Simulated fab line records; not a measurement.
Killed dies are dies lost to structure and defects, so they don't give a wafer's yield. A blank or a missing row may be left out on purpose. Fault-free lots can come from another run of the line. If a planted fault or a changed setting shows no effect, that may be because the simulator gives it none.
The tool behind it: which one? | flow sky130 | Sampling: 6 lots, 18 wafers, 4 of 708 route steps

== WHAT THE GAUGES SHOWED, per wafer ==
SKY_VIA2_CD_MEAS_12 targets a cd of 200 nm.
lot  | measured     | on        | cd_nm (nm)
L573 | day 37 07:55 | cd_sem-01 | 200.7 199.2 200.3
L576 | day 38 07:35 | cd_sem-02 | 199.9 200.2 200.1
L578 | day 38 20:36 | cd_sem-01 | 199.4 200.3 199.4
L581 | day 40 05:14 | cd_sem-02 | 199.8 204.2 204.0
L583 | day 40 10:29 | cd_sem-01 | 201.4 200.0 200.9
L592 | day 42 16:14 | cd_sem-02 | 200.2 198.6 199.3

== EACH LOT AND THE TOOL THAT RAN IT (in order: tool; ch and the chambers of the sampled wafers; start) ==
lot  | SKY_CONTACT_ETCH_17                | SKY_VIA1_CMP_02               | SKY_VIA2_DEVELOP_11
L573 | rie_diel-03 ch 0,1,2, day 32 15:48 | cmp-02 ch 1,2, day 33 22:05   | litho_track-01 ch 0, day 37 07:00
L576 | rie_diel-03 ch 2,3, day 33 15:36   | cmp-02 ch 2,3, day 34 20:54   | litho_track-02 ch 0, day 38 07:00
L578 | rie_diel-03 ch 0,2,3, day 34 05:03 | cmp-01 ch 0,2,3, day 35 10:26 | litho_track-04 ch 0, day 38 20:00
L581 | rie_diel-02 ch 0,2,3, day 35 15:43 | cmp-01 ch 0,1,3, day 36 20:31 | litho_track-01 ch 0, day 40 05:00
L583 | rie_diel-03 ch 1,2,3, day 35 23:15 | cmp-02 ch 0,1, day 37 03:59   | litho_track-02 ch 0, day 40 10:00
L592 | rie_diel-01 ch 0,1,2, day 38 09:37 | cmp-02 ch 0,2,3, day 39 13:26 | litho_track-02 ch 0, day 42 16:00
- SKY_CONTACT_ETCH_17: etches SiO2 in C4F8/O2/Ar, stops on Si3N4, target depth 340 nm.
- SKY_VIA1_CMP_02: polishes SiO2.
- SKY_VIA2_DEVELOP_11: develop time 60 s.

== THE ANSWER, worked out from the rows above alone ==
Rule: usual is defined by the lots themselves. The widest of any qualifying gaps counts: lots, ordered by their means at a reading, are off when they make up no more than a third of the lots, leave a main group of 4 or more, and stand apart from it by 3 or more times the standard deviation of that group's means. The tables above print the reading to a certain number of digits; a main group whose means all agree to those digits is not used. Also off: a lot with no number at a reading for which 4 or more lots have one. The other lots that the step has rows for count as sound.
Off at SKY_VIA2_CD_MEAS_12 (cd_nm): L581. For the main group the mean is 200.0 nm and the standard deviation 0.47.
A tool fits if, at a process step before that reading, it ran every lot that is off, and no sound lot after the first of them. Gauges at SKY_VIA2_CD_MEAS_12: tried the same way as those tools. Can't be told from this: 3 tools fit, rie_diel-02 at SKY_CONTACT_ETCH_17, cmp-01 at SKY_VIA1_CMP_02, litho_track-01 at SKY_VIA2_DEVELOP_11.

== WHAT WAS PUT IN BY THE SIMULATOR ==
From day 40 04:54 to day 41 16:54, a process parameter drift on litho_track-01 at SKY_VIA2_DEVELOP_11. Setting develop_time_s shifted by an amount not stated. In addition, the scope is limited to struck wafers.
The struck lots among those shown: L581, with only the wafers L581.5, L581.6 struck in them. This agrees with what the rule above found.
